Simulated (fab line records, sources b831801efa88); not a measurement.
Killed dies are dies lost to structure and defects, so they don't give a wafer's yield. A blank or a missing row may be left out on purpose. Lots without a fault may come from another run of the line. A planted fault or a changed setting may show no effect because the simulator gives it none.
Which tool did it? | flow gf180mcu | 14 lots, 42 wafers sampled, at 4 steps of a route of 602

WHAT THE GAUGES READ, wafer by wafer
GF_VT_IMPLANT_OVL_MEAS_18.
lot  | measured     | on         | VT_IMPLANT_01_OVL (nm)
L745 | day 6 04:55  | overlay-01 | 3.3 2.9 3.9
L746 | day 6 11:10  | overlay-01 | 0.3 2.3 -0.5
L747 | day 6 21:04  | overlay-02 | -2.1 -2.3 -0.8
L748 | day 7 04:01  | overlay-01 | -1.4 -2.0 -2.7
L749 | day 7 06:24  | overlay-02 | -1.8 -2.2 -1.6
L750 | day 7 11:13  | overlay-01 | 0.3 -1.1 1.0
L751 | day 7 20:10  | overlay-02 | -0.4 -0.4 -2.4
L755 | day 8 21:49  | overlay-02 | -1.2 -3.7 -2.5
L760 | day 10 04:08 | overlay-02 | -3.6 -4.4 -2.8
L762 | day 10 17:34 | overlay-02 | -2.7 -2.7 -2.3
L765 | day 11 12:07 | overlay-02 | -1.4 -0.2 -1.6
L766 | day 11 17:19 | overlay-01 | -0.6 -0.4 0.0
L767 | day 12 01:16 | overlay-01 | -1.4 -2.9 -1.3
L768 | day 12 06:01 | overlay-01 | 0.5 0.6 1.9

GF_POLY_GATE_OVL_MEAS_11.
lot  | measured     | on         | POLY_GATE_OVL (nm)
L745 | day 9 03:31  | overlay-01 | 7 1 6
L746 | day 9 10:31  | overlay-02 | 0 -4 -1
L747 | day 10 08:21 | overlay-02 | 2 0 -7
L748 | day 10 08:14 | overlay-01 | -4 -3 -1
L749 | day 10 08:46 | overlay-02 | -1 -4 -2
L750 | day 11 01:07 | overlay-02 | -10 -4 -9
L751 | day 11 01:22 | overlay-01 | -7 -4 0
L755 | day 12 00:57 | overlay-01 | 1 -3 8
L760 | day 13 13:02 | overlay-02 | -1 -11 -1
L762 | day 14 04:36 | overlay-01 | 0 -2 0
L765 | day 15 02:59 | overlay-02 | 0 6 -5
L766 | day 15 09:29 | overlay-01 | -7 -5 -3
L767 | day 15 18:34 | overlay-01 | 6 -4 5
L768 | day 16 02:37 | overlay-01 | 2 7 0

WHICH TOOL RAN EACH LOT (tool, then ch and the chambers of the sampled wafers, then the start)
lot  | GF_STI_STRIP_15                     | GF_DNWELL_IMPLANT_07
L745 | plasma_asher-01 ch 0,1, day 2 01:28 | implanter-03 ch 0, day 2 18:34
L746 | plasma_asher-03 ch 0,1, day 2 06:17 | implanter-02 ch 0, day 2 23:08
L747 | plasma_asher-04 ch 0,1, day 2 11:45 | implanter-01 ch 0, day 3 07:38
L748 | plasma_asher-03 ch 0,1, day 2 17:28 | implanter-01 ch 0, day 3 12:22
L749 | plasma_asher-01 ch 0,1, day 2 22:23 | implanter-02 ch 0, day 3 16:19
L750 | plasma_asher-03 ch 0,1, day 3 02:46 | implanter-02 ch 0, day 3 20:59
L751 | plasma_asher-03 ch 0,1, day 3 09:47 | implanter-02 ch 0, day 4 02:08
L755 | plasma_asher-01 ch 0,1, day 4 04:39 | implanter-02 ch 0, day 4 22:14
L760 | plasma_asher-01 ch 0,1, day 5 07:38 | implanter-01 ch 0, day 6 02:58
L762 | plasma_asher-04 ch 0,1, day 5 17:42 | implanter-03 ch 0, day 6 13:20
L765 | plasma_asher-01 ch 1, day 6 09:42   | implanter-03 ch 0, day 7 06:18
L766 | plasma_asher-03 ch 0,1, day 6 13:23 | implanter-03 ch 0, day 7 09:57
L767 | plasma_asher-04 ch 0,1, day 6 20:01 | implanter-03 ch 0, day 7 16:29
L768 | plasma_asher-01 ch 0,1, day 6 23:56 | implanter-01 ch 0, day 7 20:11
- GF_STI_STRIP_15: strips in O2/N2.
- GF_DNWELL_IMPLANT_07

WHAT THE TOOLS THEMSELVES READ (means of the sampled wafers that have a number; where no wafer has one, the mark that the record gives instead)
GF_STI_STRIP_15.
lot  | tool            | drypump_motor_current_A (A) | heater_power_w (W) | oes_product_au (a.u.) | strip_time_to_endpoint_s (s)
L745 | plasma_asher-01 | 5.8                         | 336                | 0.387                 | 3.77
L746 | plasma_asher-03 | 5.9                         | 344                | 0.383                 | 3.70
L747 | plasma_asher-04 | 5.4                         | 374                | 0.387                 | 3.73
L748 | plasma_asher-03 | 5.8                         | 350                | 0.381                 | 3.69
L749 | plasma_asher-01 | 5.8                         | 334                | 0.383                 | 3.75
L750 | plasma_asher-03 | 5.8                         | 355                | 0.379                 | 3.68
L751 | plasma_asher-03 | 5.8                         | 345                | 0.388                 | 3.72
L755 | plasma_asher-01 | 5.6                         | 321                | 0.382                 | 3.70
L760 | plasma_asher-01 | 5.8                         | 334                | 0.390                 | 3.76
L762 | plasma_asher-04 | 5.1                         | 356                | 0.381                 | 3.67
L765 | plasma_asher-01 | 6.1                         | 336                | 0.385                 | 3.71
L766 | plasma_asher-03 | 5.8                         | 348                | 0.382                 | 3.70
L767 | plasma_asher-04 | 5.1                         | 357                | 0.385                 | 3.72
L768 | plasma_asher-01 | 5.8                         | 329                | 0.379                 | 3.73

GF_DNWELL_IMPLANT_07.
lot  | tool         | beam_energy_keV
L745 | implanter-03 | 1500.0
L746 | implanter-02 | 1499.9
L747 | implanter-01 | 1499.9
L748 | implanter-01 | 1500.4
L749 | implanter-02 | 1500.6
L750 | implanter-02 | 1500.4
L751 | implanter-02 | 1568.8
L755 | implanter-02 | 1568.6
L760 | implanter-01 | 1500.5
L762 | implanter-03 | 1499.6
L765 | implanter-03 | 1499.5
L766 | implanter-03 | 1499.9
L767 | implanter-03 | 1500.4
L768 | implanter-01 | 1500.0

THE ANSWER, worked out from the rows above alone
Rule: what is usual is taken from the lots themselves. Put in order of their means at a reading, lots are off if they are a third of the lots or fewer, leave a main group of 4 or more, and stand apart from it by a gap of 3 or more times the standard deviation of the main group's means; of several such gaps the widest counts. A main group whose means are all the same, to the digits that the tables above print for the reading, isn't used. A lot without any number at a reading at which 4 lots or more have one is off too. The other lots that the step has rows for count as sound. The gauges are gone through in route order, then the tools' own readings, and for those a lot's mean is taken as printed above. The first step at which some lot is off is used, and at that step the reading that is off furthest; a lot without a number counts as furthest.
Off: L751, L755, at GF_DNWELL_IMPLANT_07 (beam_energy_keV). The main group: mean 1500.1, standard deviation 0.35.
A tool fits if, at that step or a process step before it, it ran every lot that is off, and no sound lot after the first of them. One fits: implanter-02 at GF_DNWELL_IMPLANT_07. Its last sound lot is L750 (day 3 20:59), its first lot that is off L751 (day 4 02:08): a fault that began between those two fits.
The tool's own readings at GF_DNWELL_IMPLANT_07 bear it out: on the lots that are off they differ by more than 5 times the standard deviation of the sound lots' means. beam_energy_keV reads 1568.7 there against 1500.1 on the sound lots.

WHAT THE SIMULATOR HAD PUT IN
Process parameter drift: implanter-02, from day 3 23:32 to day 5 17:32, at GF_DNWELL_IMPLANT_07. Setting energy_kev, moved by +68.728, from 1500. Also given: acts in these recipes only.
Lots struck among those shown: L751, L755. The rule above found the same.
